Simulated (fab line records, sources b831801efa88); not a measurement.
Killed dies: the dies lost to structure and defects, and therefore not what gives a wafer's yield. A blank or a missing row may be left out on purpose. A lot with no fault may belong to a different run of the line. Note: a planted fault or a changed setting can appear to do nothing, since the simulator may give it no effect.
fab line records ; flow sky130
[record] lots = 12; wafers = 36; last_day = 50
route steps=708 shown DNWELL@35 NWELL@82 GATE_OXIDE@200 LI_CONTACT@381 PAD_OPEN@708
lots with no fault: from the same line, run without faults
start_h: start of the lot's first displayed wafer, in hours after the record's first day ; wait_h: hours elapsed since this lot's preceding step ; " unchanged from the row above ; L1.1+2: a single row standing in for several wafers ; - no value, or no start given ; * or withheld: withheld ; < > ~ a bound
route shown NAME@n: NAME is a module with steps in the file, n the number in the route of the first one ; usual: average and standard deviation across the fault-free wafers ; same: alike in all rows ; chamber/n: place in a boat ; sites: the reading at each site ; _std_site: their standard deviation ; _edge_site: outer sites' mean less inner sites' ; radius_mm: for every site, how far away it sits from the centre of the wafer ; mask NAME#n: copy n ; behind: the tool/chamber that last shaped the wafer ; hold: the reason the lot was held/the length of the hold in hours/how it ended ; device: whichever transistor did not switch (one of n, p or np) ; end of line: tests run on the same wafers once the route is complete ; for a step that has no rows: nothing shown but its recipe ; killed: dies lost to structure and defects at the first sort, not the wafer's yield ; map: per-die view of a wafer (x killed, . not killed, _ where there is no die)
set.NAME: the setting as run; set.NAME@STEP: as run at that earlier step ; model.NAME: the simulator's own value behind a step, which no gauge read
the route's steps for a sample of lots (tables are steps, rows are wafers)
services: when a tool's chamber went out of use (start_h, in hours from the record's first day, below 0 if earlier), for how many hours, and the reason
[[steps]]
[step SKY_DNWELL_DEHYDRATE_00]
[recipe] temp_c = 200; time_s = 60
[usual] chill_plate_temp_C = 23.01/0.12; heater_power_total_W = 160.38/0.12; run_length_s = 89.34/0.2
lot.wafer;tool;chamber;start_h;wait_h;chill_plate_temp_C;heater_power_total_W;run_length_s
L730.3;litho_track-01;0;56.11;7.5;23.11;160.50;89.07
L730.4;litho_track-01;0;56.11;7.5;23.23;160.48;89.12
L730.6;litho_track-01;0;56.11;7.5;23.17;160.19;88.96
L732.1;litho_track-04;0;60.69;7.9;23.03;160.54;89.53
L732.2;litho_track-04;0;60.69;7.9;23.13;160.52;89.35
L732.3;litho_track-04;0;60.69;7.9;23.07;160.46;89.66
L733.1;litho_track-03;0;71.19;8.9;22.88;160.36;89.48
L733.4;litho_track-03;0;71.19;8.9;22.84;160.26;89.35
L733.5;litho_track-03;0;71.19;8.9;22.87;160.42;89.31
L735.3;litho_track-04;0;78.29;8.4;22.93;160.39;89.62
L735.4;litho_track-04;0;78.29;8.4;22.81;160.38;89.78
L735.6;litho_track-04;0;78.29;8.4;22.88;160.44;89.44
L736.1;litho_track-03;0;84.19;8.7;23.05;160.55;89.29
L736.4;litho_track-03;0;84.19;8.7;23.07;160.16;89.32
L736.6;litho_track-03;0;84.19;8.7;23.02;160.21;89.46
L737.1;litho_track-03;0;87.49;8.2;23.14;160.18;89.53
L737.2;litho_track-03;0;87.49;8.2;23.11;160.55;89.29
L737.6;litho_track-03;0;87.49;8.2;23.12;160.63;89.50
L738.1;litho_track-01;0;95.66;8.0;23.14;160.53;88.96
L738.2;litho_track-01;0;95.66;8.0;22.84;160.64;89.07
L738.6;litho_track-01;0;95.66;8.0;22.99;160.39;88.96
L739.2;litho_track-01;0;101.43;8.3;22.94;160.28;89.32
L739.3;litho_track-01;0;101.43;8.3;22.83;160.36;89.05
L739.4;litho_track-01;0;101.43;8.3;23.06;160.51;89.19
L740.2;litho_track-04;0;108.51;8.1;23.16;160.38;89.40
L740.3;litho_track-04;0;108.51;8.1;23.07;160.33;89.37
L740.5;litho_track-04;0;108.51;8.1;23.02;160.51;89.53
L741.4;litho_track-04;0;114.26;8.1;23.17;160.22;89.35
L741.5;litho_track-04;0;114.26;8.1;23.20;160.39;89.45
L741.6;litho_track-04;0;114.26;8.1;22.96;160.63;89.34
L747.1;litho_track-01;0;142.46;10.1;22.89;160.56;89.11
L747.2;litho_track-01;0;142.46;10.1;23.01;160.31;89.21
L747.6;litho_track-01;0;142.46;10.1;22.89;160.47;89.02
L748.1;litho_track-04;0;148.99;9.8;23.06;160.46;89.49
L748.5;litho_track-04;0;148.99;9.8;23.18;169.81;80.05
L748.6;litho_track-04;0;148.99;9.8;23.02;169.77;79.91
[step SKY_NWELL_RS_MEAS_29]
[recipe] thk_meas_gauge = four-point-probe
[usual] NWELL_RS = 624.8/1.7
lot.wafer;tool;chamber;start_h;wait_h;NWELL_RS[ohm/sq]
L730.3;film_metro-04;-;120.75;0.1;626.9
L730.4;film_metro-04;-;120.75;0.1;627.5
L730.6;film_metro-04;-;120.75;0.1;627.3
L732.1;film_metro-04;-;126.67;0.1;623.5
L732.2;film_metro-04;-;126.67;0.1;625.4
L732.3;film_metro-04;-;126.67;0.1;624.8
L733.1;film_metro-03;-;136.94;0.1;625.7
L733.4;film_metro-03;-;136.94;0.1;626.6
L733.5;film_metro-03;-;136.94;0.1;626.6
L735.3;film_metro-03;-;145.05;0.1;625.7
L735.4;film_metro-03;-;145.05;0.1;624.0
L735.6;film_metro-03;-;145.05;0.1;623.3
L736.1;film_metro-03;-;151.77;0.1;623.4
L736.4;film_metro-03;-;151.77;0.1;622.7
L736.6;film_metro-03;-;151.77;0.1;623.2
L737.1;film_metro-03;-;155.44;0.1;625.6
L737.2;film_metro-03;-;155.44;0.1;626.1
L737.6;film_metro-03;-;155.44;0.1;626.7
L738.1;film_metro-04;-;165.24;0.1;623.7
L738.2;film_metro-04;-;165.24;0.1;627.0
L738.6;film_metro-04;-;165.24;0.1;624.7
L739.2;film_metro-01;-;172.05;0.1;627.6
L739.3;film_metro-01;-;172.05;0.1;626.9
L739.4;film_metro-01;-;172.05;0.1;627.2
L740.2;film_metro-03;-;180.43;0.1;625.5
L740.3;film_metro-03;-;180.43;0.1;621.8
L740.5;film_metro-03;-;180.43;0.1;622.3
L741.4;film_metro-04;-;188.15;0.1;624.0
L741.5;film_metro-04;-;188.15;0.1;624.3
L741.6;film_metro-04;-;188.15;0.1;626.8
L747.1;film_metro-03;-;219.41;0.1;623.2
L747.2;film_metro-03;-;219.41;0.1;623.5
L747.6;film_metro-03;-;219.41;0.1;622.2
L748.1;film_metro-01;-;227.29;0.1;628.5
L748.5;film_metro-01;-;227.29;0.1;627.5
L748.6;film_metro-01;-;227.29;0.1;628.8
[step SKY_GATE_OXIDE_STRIP_13]
[recipe] chemistry = O2/N2; power_w = 1400; pressure_mtorr = 1500; platen_temp_c = withheld; o2_flow_sccm = 3000; n2_flow_sccm = 300; overash_fraction = 0.5
[usual] drypump_motor_current_A = 6.2/0.41; oes_product_au = 0.715/0.0049; strip_time_to_endpoint_s = 14.16/0.037
[same] overash_fraction = 0.5
lot.wafer;tool;chamber;start_h;wait_h;drypump_motor_current_A;oes_product_au;rf_hours_counter_h;strip_time_to_endpoint_s
L730.3;plasma_asher-03;0;338.96;0.0;5.9;0.711;-;14.10
L730.4;plasma_asher-03;1;338.96;0.0;6.8;0.714;-;14.12
L730.6;plasma_asher-03;0;338.96;0.0;5.9;0.720;-;14.14
L732.1;plasma_asher-02;1;347.17;0.0;6.0;0.717;62;14.12
L732.2;plasma_asher-02;0;347.17;0.0;5.5;0.717;62;14.21
L732.3;plasma_asher-02;0;347.17;0.0;5.5;0.715;-;14.20
L733.1;plasma_asher-04;1;360.53;0.0;6.3;0.715;66;14.12
L733.4;plasma_asher-04;1;360.53;0.0;6.3;0.718;-;14.13
L733.5;plasma_asher-04;1;360.53;0.0;6.3;0.710;-;14.12
L735.3;plasma_asher-02;1;375.64;0.0;5.9;0.719;-;14.14
L735.4;plasma_asher-02;0;375.64;0.0;5.5;0.711;-;14.16
L735.6;plasma_asher-02;1;375.64;0.0;5.9;0.718;-;14.15
L736.1;plasma_asher-03;1;380.06;0.0;6.8;0.711;56;14.13
L736.4;plasma_asher-03;0;380.06;0.0;5.9;0.708;-;14.13
L736.6;plasma_asher-03;0;380.06;0.0;5.9;0.715;-;14.15
L737.1;plasma_asher-04;1;387.67;0.0;6.3;0.712;70;14.13
L737.2;plasma_asher-04;0;387.67;0.0;6.5;0.710;70;14.11
L737.6;plasma_asher-04;1;387.67;0.0;6.3;0.708;-;14.13
L738.1;plasma_asher-03;0;404.47;0.0;5.9;0.725;58;14.10
L738.2;plasma_asher-03;1;404.47;0.0;6.8;0.716;58;14.11
L738.6;plasma_asher-03;0;404.47;0.0;5.9;0.719;-;14.16
L739.2;plasma_asher-04;1;411.32;0.0;6.3;0.712;73;14.07
L739.3;plasma_asher-04;1;411.32;0.0;6.3;0.719;-;14.13
L739.4;plasma_asher-04;0;411.32;0.0;6.5;0.721;-;14.10
L740.2;plasma_asher-03;0;423.85;0.0;5.9;0.709;60;14.14
L740.3;plasma_asher-03;0;423.85;0.0;5.9;0.713;-;14.15
L740.5;plasma_asher-03;0;423.85;0.0;5.9;0.706;-;14.19
L741.4;plasma_asher-02;0;436.21;0.0;5.5;0.719;-;14.16
L741.5;plasma_asher-02;0;436.21;0.0;5.5;0.717;-;14.13
L741.6;plasma_asher-02;1;436.21;0.0;5.9;0.722;-;14.10
L747.1;plasma_asher-03;0;479.39;0.0;5.9;0.714;66;14.17
L747.2;plasma_asher-03;1;479.39;0.0;6.8;0.709;66;14.17
L747.6;plasma_asher-03;1;479.39;0.0;6.8;0.709;-;14.17
L748.1;plasma_asher-04;0;488.14;0.0;6.5;0.717;80;14.13
L748.5;plasma_asher-04;0;488.14;0.0;6.5;0.726;-;14.14
L748.6;plasma_asher-04;1;488.14;0.0;6.3;0.717;-;14.13
[step SKY_LI_CONTACT_SPUTTER_19]
[recipe] material = Ti; target_thk_nm = 20; chamber_pressure_pa = 5; power_w = 2500; substrate_temp_c = 200; time_s = 106.37
[usual] cathode_dc_power_W = 2500.1/0.49; throttle_valve_pct = 30.0/0.94
lot.wafer;tool;chamber;start_h;wait_h;cathode_dc_power_W;throttle_valve_pct
L730.3;pvd_sputter-04;-;713.58;0.0;2499.3;30.1
L730.4;pvd_sputter-04;-;713.58;0.0;2499.3;31.4
L730.6;pvd_sputter-04;-;713.58;0.0;2500.7;31.3
L732.1;pvd_sputter-01;-;724.76;0.0;2500.5;30.7
L732.2;pvd_sputter-01;-;724.76;0.0;2500.1;30.0
L732.3;pvd_sputter-01;-;724.76;0.0;2500.1;28.6
L733.1;pvd_sputter-04;-;733.86;0.0;2500.4;30.2
L733.4;pvd_sputter-04;-;733.86;0.0;2500.0;30.9
L733.5;pvd_sputter-04;-;733.86;0.0;2499.7;29.8
L735.3;pvd_sputter-01;-;754.75;0.0;2499.5;30.7
L735.4;pvd_sputter-01;-;754.75;0.0;2499.9;30.0
L735.6;pvd_sputter-01;-;754.75;0.0;2499.4;28.2
L736.1;pvd_sputter-01;-;760.32;0.0;2501.1;28.4
L736.4;pvd_sputter-01;-;760.32;0.0;2500.4;30.0
L736.6;pvd_sputter-01;-;760.32;0.0;2500.2;29.9
L737.1;pvd_sputter-04;-;765.10;0.0;2499.7;31.6
L737.2;pvd_sputter-04;-;765.10;0.0;2500.3;29.4
L737.6;pvd_sputter-04;-;765.10;0.0;2499.6;31.5
L738.1;pvd_sputter-01;-;776.31;0.0;2499.7;30.9
L738.2;pvd_sputter-01;-;776.31;0.0;2501.0;29.8
L738.6;pvd_sputter-01;-;776.31;0.0;2499.9;28.1
L739.2;pvd_sputter-01;-;785.90;0.0;2499.7;30.0
L739.3;pvd_sputter-01;-;785.90;0.0;2500.8;30.6
L739.4;pvd_sputter-01;-;785.90;0.0;2500.9;29.8
L740.2;pvd_sputter-01;-;793.40;0.0;2499.5;28.4
L740.3;pvd_sputter-01;-;793.40;0.0;2499.6;30.8
L740.5;pvd_sputter-01;-;793.40;0.0;2501.0;28.5
L741.4;pvd_sputter-01;-;806.00;0.0;2500.5;30.7
L741.5;pvd_sputter-01;-;806.00;0.0;2499.5;30.6
L741.6;pvd_sputter-01;-;806.00;0.0;2499.5;28.3
L747.1;pvd_sputter-04;-;843.70;0.0;2499.5;30.6
L747.2;pvd_sputter-04;-;843.70;0.0;2500.1;31.3
L747.6;pvd_sputter-04;-;843.70;0.0;2499.9;29.3
L748.1;pvd_sputter-04;-;847.43;0.0;2499.6;30.0
L748.5;pvd_sputter-04;-;847.43;0.0;2500.4;31.3
L748.6;pvd_sputter-04;-;847.43;0.0;2499.7;30.0
[step SKY_PAD_OPEN_PROBE_99]
[usual] killed_at_M0_to_M3 = 43/6.4; killed_at_M4_up = 3.2/1.8; killed_at_contacts = 25/5.5; killed_at_front_end = 16/5.2; killed_at_other = 0.3/0.49; killed_dies = 88/10; killed_open = 48/7; killed_short = 40/7.1
[same] gross_dies = 492; killed_at_back_side = 0
lot.wafer;tool;chamber;start_h;wait_h;killed_at_M0_to_M3;killed_at_M4_up;killed_at_contacts;killed_at_front_end;killed_at_other;killed_dies;killed_open;killed_short
L730.3;prober-02;-;1104.30;0.2;53;3;16;13;0;85;54;31
L730.4;prober-02;-;1104.35;0.2;43;2;27;11;0;83;40;43
L730.6;prober-02;-;1104.45;0.2;32;5;18;22;0;77;45;32
L733.1;prober-01;-;1119.40;0.1;33;4;28;14;1;80;42;38
L733.4;prober-01;-;1119.55;0.2;40;2;22;15;0;79;40;39
L733.5;prober-01;-;1119.60;0.2;44;2;31;19;0;96;53;43
L735.3;prober-01;-;1134.97;0.2;34;2;35;15;1;87;49;38
L735.4;prober-01;-;1135.02;0.2;42;3;16;16;0;77;48;29
L735.6;prober-01;-;1135.12;0.2;51;1;14;17;0;83;47;36
L737.1;prober-01;-;1140.17;0.1;43;1;19;21;1;85;43;42
L737.2;prober-01;-;1140.22;0.1;42;3;16;15;0;76;40;36
L737.6;prober-01;-;1140.42;0.2;49;4;17;17;0;87;36;51
L739.2;prober-01;-;1160.83;0.1;34;0;22;21;0;77;42;35
L739.3;prober-01;-;1160.88;0.2;52;2;28;20;0;102;51;51
L739.4;prober-01;-;1160.93;0.2;40;2;37;31;1;111;58;53
L740.2;prober-02;-;1161.95;0.1;47;3;24;16;0;90;55;35
L740.3;prober-02;-;1162.00;0.2;38;3;25;16;0;82;51;31
L740.5;prober-02;-;1162.10;0.2;45;1;23;13;0;82;47;35
// killed by level:class
L730.3 VIA1:geometric_particle:open=15 VIA2:geometric_particle:open=9 VIA3:geometric_particle:open=7 LI_CONTACT:geometric_particle:open=5 POLY_GATE:geometric_particle:open=4 CONTACT:geometric_particle:open=4 METAL3:geometric_particle:short=4 POLY_GATE:geometric_particle:short=3
L730.4 VIA1:geometric_particle:open=10 VIA1:geometric_particle:short=9 LOCAL_INTERCONNECT:geometric_particle:short=9 LI_CONTACT:geometric_particle:open=8 CONTACT:geometric_particle:open=7 METAL1:geometric_particle:short=6 VIA3:geometric_particle:short=6 VIA2:geometric_particle:open=4
L730.6 VIA1:geometric_particle:open=15 LOCAL_INTERCONNECT:geometric_particle:short=8 POLY_GATE:geometric_particle:short=6 FIELD_ISO:geometric_particle:open=5 VIA3:geometric_particle:open=5 POLY_GATE:geometric_particle:open=4 LI_CONTACT:geometric_particle:open=4 CONTACT:geometric_particle:open=4
L733.1 CONTACT:geometric_particle:open=11 VIA1:geometric_particle:open=9 POLY_GATE:geometric_particle:short=6 VIA3:geometric_particle:open=6 LI_CONTACT:geometric_particle:open=5 METAL2:geometric_particle:short=5 LI_CONTACT:geometric_particle:short=4 CONTACT:geometric_particle:short=4
L733.4 VIA1:geometric_particle:open=11 CONTACT:geometric_particle:open=11 METAL1:geometric_particle:short=6 POLY_GATE:geometric_particle:short=5 VIA2:geometric_particle:open=5 METAL2:geometric_particle:short=5 LOCAL_INTERCONNECT:geometric_particle:short=4 CONTACT:geometric_particle:short=4
L733.5 VIA1:geometric_particle:open=10 LI_CONTACT:geometric_particle:open=9 CONTACT:geometric_particle:open=8 METAL1:geometric_particle:short=7 FIELD_ISO:geometric_particle:open=6 VIA1:geometric_particle:short=6 VIA3:geometric_particle:open=6 LI_CONTACT:geometric_particle:short=4
L735.3 CONTACT:geometric_particle:open=14 VIA2:geometric_particle:open=9 CONTACT:geometric_particle:short=8 POLY_GATE:geometric_particle:short=7 LI_CONTACT:geometric_particle:open=7 METAL1:geometric_particle:short=5 VIA1:geometric_particle:open=5 VIA3:geometric_particle:open=5
L735.4 VIA2:geometric_particle:open=15 VIA1:geometric_particle:open=8 CONTACT:geometric_particle:short=6 POLY_GATE:geometric_particle:open=5 METAL1:geometric_particle:short=4 VIA3:geometric_particle:open=4 METAL2:geometric_particle:short=3 VIA2:geometric_particle:short=3
L735.6 VIA2:geometric_particle:open=13 VIA1:geometric_particle:open=10 CONTACT:geometric_particle:open=7 METAL1:geometric_particle:short=6 FIELD_ISO:geometric_particle:short=5 FIELD_ISO:geometric_particle:open=5 METAL3:geometric_particle:short=4 VIA3:geometric_particle:short=4
L737.1 VIA1:geometric_particle:open=11 POLY_GATE:geometric_particle:short=6 LI_CONTACT:geometric_particle:open=6 METAL1:geometric_particle:short=6 VIA1:geometric_particle:short=5 FIELD_ISO:geometric_particle:open=4 CONTACT:geometric_particle:short=4 CONTACT:geometric_particle:open=4
L737.2 VIA1:geometric_particle:open=11 LOCAL_INTERCONNECT:geometric_particle:short=6 CONTACT:geometric_particle:open=6 VIA3:geometric_particle:open=5 METAL1:geometric_particle:short=5 CONTACT:geometric_particle:short=4 FIELD_ISO:geometric_particle:open=4 FIELD_ISO:geometric_particle:short=4
L737.6 METAL1:geometric_particle:short=11 VIA1:geometric_particle:open=8 POLY_GATE:geometric_particle:short=6 VIA1:geometric_particle:short=6 METAL2:geometric_particle:short=5 VIA3:geometric_particle:open=5 LI_CONTACT:geometric_particle:open=4 LOCAL_INTERCONNECT:geometric_particle:short=4
L739.2 CONTACT:geometric_particle:open=11 VIA1:geometric_particle:open=9 POLY_GATE:geometric_particle:short=7 FIELD_ISO:geometric_particle:open=6 METAL2:geometric_particle:short=6 FIELD_ISO:geometric_particle:short=5 VIA2:geometric_particle:open=5 LI_CONTACT:geometric_particle:open=4
L739.3 CONTACT:geometric_particle:open=10 VIA3:geometric_particle:open=10 METAL2:geometric_particle:short=10 POLY_GATE:geometric_particle:short=7 CONTACT:geometric_particle:short=7 POLY_GATE:geometric_particle:open=6 VIA1:geometric_particle:open=6 LI_CONTACT:geometric_particle:open=6
L739.4 CONTACT:geometric_particle:open=20 FIELD_ISO:geometric_particle:short=11 METAL2:geometric_particle:short=8 VIA1:geometric_particle:short=8 FIELD_ISO:geometric_particle:open=6 LI_CONTACT:geometric_particle:open=6 POLY_GATE:geometric_particle:short=6 POLY_GATE:geometric_particle:open=5
L740.2 VIA1:geometric_particle:open=13 VIA2:geometric_particle:open=9 CONTACT:geometric_particle:open=9 LI_CONTACT:geometric_particle:open=7 METAL1:geometric_particle:short=7 CONTACT:geometric_particle:short=5 FIELD_ISO:geometric_particle:open=4 VIA2:geometric_particle:short=4
L740.3 CONTACT:geometric_particle:open=9 POLY_GATE:geometric_particle:open=7 VIA1:geometric_particle:short=7 CONTACT:geometric_particle:short=6 VIA1:geometric_particle:open=6 LI_CONTACT:geometric_particle:open=5 VIA2:geometric_particle:open=5 VIA3:geometric_particle:open=4
L740.5 VIA2:geometric_particle:open=9 LI_CONTACT:geometric_particle:open=7 VIA1:geometric_particle:open=7 CONTACT:geometric_particle:open=7 VIA1:geometric_particle:short=6 METAL2:geometric_particle:short=5 FIELD_ISO:geometric_particle:short=4 SPACER:geometric_particle:open=4
[[services]]
tool;chamber;start_h;hours;kind
plasma_asher-03;-;70.67;3.5;repair
pvd_sputter-01;-;198.96;3.8;repair
pvd_sputter-01;-;246.41;0.6;repair
plasma_asher-04;-;299.81;2.1;repair
plasma_asher-03;-;312.41;5.4;pm
pvd_sputter-04;-;344.57;13.7;repair
plasma_asher-03;-;361.50;2.8;pm
plasma_asher-03;-;370.76;1.7;repair
pvd_sputter-01;-;372.37;2.3;repair
plasma_asher-03;-;383.80;5.9;repair
pvd_sputter-01;-;387.63;6.4;repair
plasma_asher-03;-;408.27;3.1;repair
plasma_asher-04;-;415.26;5.0;repair
pvd_sputter-04;-;458.91;8.3;repair
plasma_asher-04;-;488.57;1.7;repair
plasma_asher-03;-;569.74;1.7;repair
pvd_sputter-04;-;600.71;2.9;repair
plasma_asher-03;-;632.61;3.4;repair
pvd_sputter-01;-;645.18;5.6;repair
pvd_sputter-01;-;661.80;2.2;repair
pvd_sputter-01;-;708.48;3.5;repair
pvd_sputter-04;-;736.03;3.5;repair
plasma_asher-03;-;770.12;1.5;repair
pvd_sputter-01;-;782.79;2.8;repair
[[key]]
[first_sign] step = SKY_DNWELL_DEHYDRATE_00; reading = heater_power_total_W; direction = up; sigmas = 81; usual = *; struck = *
[effect] step = SKY_DNWELL_DEHYDRATE_00; reading = run_length_s; direction = down; sigmas = 47; usual = *; struck = *
met_at SKY_DNWELL_DEHYDRATE_00
struck_lots L748
struck_wafers L748.5,L748.6
tester_left_out L748
not_acting_at SKY_NWELL_RS_MEAS_29,SKY_GATE_OXIDE_STRIP_13,SKY_LI_CONTACT_SPUTTER_19
onset_between 114.26 148.99
[fault] kind = process_parameter_drift; tool = litho_track-04; chamber = -; onset_h = 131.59; steps = SKY_DNWELL_DEHYDRATE_00; channel = time_s; offset = *; shape = step; end_h = 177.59; scope = struck_wafers_only; acts_in = *; stated = *
// tester_left_out: of these lots the tester's yield and bins aren't shown, on N5 and GAA mostly nor the transistor test; their killed dies are dies lost to structure and defects alone, not to doping, threshold or leakage, so they don't give the yield
